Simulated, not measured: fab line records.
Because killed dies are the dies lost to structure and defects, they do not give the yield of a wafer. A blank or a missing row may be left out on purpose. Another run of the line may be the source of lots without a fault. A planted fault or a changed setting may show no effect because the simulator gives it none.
A lot that was struck, set against a sound lot + flow sky130 + 44 out of 708 route steps
Sound: these wafers, L799.1, L799.2, L799.3. Wafers L806.2, L806.4, L806.5 were the ones struck. The cause comes at the end.
At each step with rows: each side's tool, then ch and its chambers, then its first start. Under that, the readings that differ: sound wafers + struck wafers + difference of the means + sigmas: that difference in standard deviations of wafers without a fault.
alike: readings whose means differ by less than 2 such deviations, and words and numbers that are the same on both sides. not compared: withheld readings, readings that some wafer has no value for, bounds like >300 that may hide the same value, and numbers for which the record gives no deviation and whose values overlap.
A row with sigmas, a row that says differs or no value, or rows on one side alone: a step with any of these is where the two part. When numbers do not overlap yet have no deviation, they are printed without sigmas and do not part them. Lack of a reading on every wafer of one side parts them only where that side has two or more wafers.

first, 5 steps without rows for these wafers: SKY_SONOS_ONO_COAT_08 (resist thk 1140 nm); SKY_SONOS_ONO_SOFTBAKE_09 (time 60 s); SKY_SONOS_ONO_EXPOSE_10 (exposes mask ONOM, target cd 410 nm); SKY_SONOS_ONO_PEB_11; SKY_SONOS_ONO_DEVELOP_12 (develop time 60 s).
SKY_SONOS_ONO_CD_MEAS_13 targets a cd of 410 nm.
  sound on cd_sem-01 at day 13 02:58; struck on cd_sem-02 at day 15 11:14
  alike: cd_nm
SKY_SONOS_ONO_OVL_MEAS_14:
  sound on overlay-02 at day 13 03:05; struck on overlay-01 at day 15 11:20
  alike: SONOS_ONO_OVL
SKY_SONOS_ONO_ETCH_15: etches the open film in CHF3/O2, target depth 19.52 nm, time 7.8 s.
  sound on rie_diel-04 ch 0,2,3, day 13 03:07; struck on rie_diel-04 ch 0,1,2, day 15 11:22
  alike: O2_flow_sccm, drypump_motor_current_A, oes_product_au, throttle_valve_pct
  not compared: rf_hours_counter_h
then, 1 step without rows for these wafers: SKY_SONOS_ONO_WET_ETCH_16 (etches SiO2 in dHF, target depth 14 nm, time 280 s).
SKY_SONOS_ONO_STRIP_17: strips in O2/N2.
  sound on plasma_asher-04 ch 0,1, day 13 03:14; struck on plasma_asher-03 ch 0,1, day 15 11:29
  alike: drypump_motor_current_A, oes_product_au, strip_time_to_endpoint_s
  not compared: rf_hours_counter_h
then, 2 steps without rows for these wafers: SKY_SONOS_ONO_WET_ETCH_18 (etches Si3N4 in H3PO4, target depth 15 nm, time 172 s); SKY_GATE_OXIDE_CLEAN_00 (cleans in SC1/SC2, time 150 s).
SKY_GATE_OXIDE_OXIDATION_01: stabilise 600 s, purge 300 s, target thk 10.268 nm.
  sound on furnace-01 ch 0, day 13 03:38; struck on furnace-01 ch 0, day 15 12:10
| reading         | sound       | struck         | difference | sigmas |
|-----------------|-------------|----------------|------------|--------|
| stabilise_s (s) | 600 600 600 | 5400 5400 5400 | +4800      |        |
  alike: spike_tc_lower_C
SKY_GATE_OXIDE_THK_MEAS_02:
  sound on film_metro-03 at day 13 05:02; struck on film_metro-03 at day 15 13:35
  alike: GATE_OXIDE_OXIDATION_00_THK
then, 7 steps without rows for these wafers: SKY_GATE_OXIDE_DEHYDRATE_03 (time 60 s); SKY_GATE_OXIDE_HMDS_04 (prime time 60 s); SKY_GATE_OXIDE_COAT_05 (resist thk 1140 nm); SKY_GATE_OXIDE_SOFTBAKE_06 (time 60 s); SKY_GATE_OXIDE_EXPOSE_07 (exposes mask LVOM, target cd 600 nm); SKY_GATE_OXIDE_PEB_08; SKY_GATE_OXIDE_DEVELOP_09 (develop time 60 s).
SKY_GATE_OXIDE_OVL_MEAS_10:
  sound on overlay-01 at day 14 06:49; struck on overlay-02 at day 16 18:10
  alike: GATE_OXIDE_OVL
then, 2 steps without rows for these wafers: SKY_GATE_OXIDE_IMPLANT_11; SKY_GATE_OXIDE_WET_ETCH_12 (etches SiO2 in dHF, target depth 16.8 nm, time 336 s).
SKY_GATE_OXIDE_STRIP_13: strips in O2/N2.
  sound on plasma_asher-03 ch 0,1, day 14 07:06; struck on plasma_asher-04 ch 0,1, day 16 18:45
  alike: drypump_motor_current_A, oes_product_au, strip_time_to_endpoint_s
  not compared: rf_hours_counter_h
SKY_GATE_OXIDE_TW_MEAS_14:
  sound on film_metro-02 at day 14 07:12; struck on film_metro-03 at day 16 18:52
  alike: GATE_OXIDE_TW
then, 3 steps without rows for these wafers: SKY_GATE_OXIDE_CLEAN_15 (cleans in SC1/SC2, time 150 s); SKY_GATE_OXIDE_OXIDATION_16 (stabilise 600 s, purge 300 s, target thk 3.57 nm); SKY_POLY_GATE_CVD_00 (deposits poly-Si, target thk 180 nm, time 720 s).
SKY_POLY_GATE_THK_MEAS_01:
  sound on film_metro-03 at day 14 12:30; struck on film_metro-02 at day 16 21:49
  alike: POLY_GATE_CVD_00_THK
then, 8 steps without rows for these wafers: SKY_RES_PROTECT_DEHYDRATE_00 (time 60 s); SKY_RES_PROTECT_HMDS_01 (prime time 60 s); SKY_RES_PROTECT_COAT_02 (resist thk 1140 nm); SKY_RES_PROTECT_SOFTBAKE_03 (time 60 s); SKY_RES_PROTECT_EXPOSE_04 (exposes mask RPM, target cd 1270 nm); SKY_RES_PROTECT_PEB_05; SKY_RES_PROTECT_DEVELOP_06 (develop time 60 s); SKY_POLY_GATE_IMPLANT_02.
SKY_RES_PROTECT_STRIP_07: strips in O2/N2.
  sound on plasma_asher-01 ch 0,1, day 15 14:04; struck on plasma_asher-03 ch 0,1, day 18 03:32
| reading                      | sound             | struck            | difference | sigmas |
|------------------------------|-------------------|-------------------|------------|--------|
| strip_time_to_endpoint_s (s) | 23.29 23.34 23.33 | 23.18 23.21 23.26 | -0.10      | -2     |
  alike: drypump_motor_current_A, oes_product_au
  not compared: rf_hours_counter_h
SKY_RES_PROTECT_TW_MEAS_08:
  sound on film_metro-02 at day 15 14:10; struck on film_metro-01 at day 18 03:38
  alike: POLY_GATE_TW
then, 2 steps without rows for these wafers: SKY_RES_PROTECT_CLEAN_09 (cleans in SC1/SC2, time 150 s); SKY_POLY_GATE_CVD_03 (deposits Si3N4 from DCS/NH3, target thk 75 nm, time 1290 s).
-- a jump in the record: the struck wafers' starts before and after are 4 days apart (it breaks off in module POLY_GATE and resumes in module LDD_P, where the first step shown is number 261 of the route) --
SKY_LDD_P_DEVELOP_06: develop time 60 s.
  sound on litho_track-03 ch 0, day 19 14:46; struck on litho_track-03 ch 0, day 22 08:44
| reading                | sound         | struck            | difference | sigmas |
|------------------------|---------------|-------------------|------------|--------|
| model.LDD_P.cd_nm (nm) | 380.7 380 383 | 372.1 376.6 374.5 | -6.8       |        |
-- a jump in the record: the struck wafers' starts before and after are 26 days apart (it breaks off in module LDD_P and resumes in module PAD_OPEN, where the first step shown is number 708 of the route) --
SKY_PAD_OPEN_PROBE_99:
  sound on prober-01 at day 46 02:29; struck on prober-01 at day 48 07:04
| reading                                    | sound                | struck               | difference | sigmas |
|--------------------------------------------|----------------------|----------------------|------------|--------|
| model.etest.res_pwell_under_gate.rs_ohm_sq | 2295 2289 2290       | 2277 2268 2283       | -15        |        |
| model.etest.pfet_01v8_mvt.drive_ua_um      | 151.2 152.1 147.4    | 140.5 145.3 140.8    | -8.0       |        |
| model.etest.field_n.vt_v (V)               | 35.37 35.41 35.33    | 34.08 34.3 34.02     | -1.24      |        |
| model.etest.pfet_01v8_mvt.off_log10_a_um   | -11.16 -11.09 -11.29 | -12.27 -11.95 -12.07 | -0.92      |        |
| model.etest.pfet_g5v0d10v5.off_log10_a_um  | -12.82 -12.73 -12.7  | -13.49 -13.37 -13.35 | -0.65      |        |
| model.etest.nfet_05v0_nvt.off_log10_a_um   | -11.03 -11.23 -11.27 | -11.36 -11.53 -11.56 | -0.31      |        |
  alike: killed_at_M0_to_M3, killed_at_M4_up, killed_at_contacts, killed_at_front_end, killed_at_other, killed_dies, killed_on_rim, killed_open, killed_short
  not compared: model.etest.pfet_g5v0d10v5.r_on_ohm_um, model.etest.pfet_g5v0d10v5.drive_ua_um

## WHERE THEY PART
Within this record, at SKY_RES_PROTECT_STRIP_07 only. Later steps at which nothing parts them and some readings are alike: SKY_RES_PROTECT_TW_MEAS_08, SKY_PAD_OPEN_PROBE_99.

WHY: what the simulator had put in
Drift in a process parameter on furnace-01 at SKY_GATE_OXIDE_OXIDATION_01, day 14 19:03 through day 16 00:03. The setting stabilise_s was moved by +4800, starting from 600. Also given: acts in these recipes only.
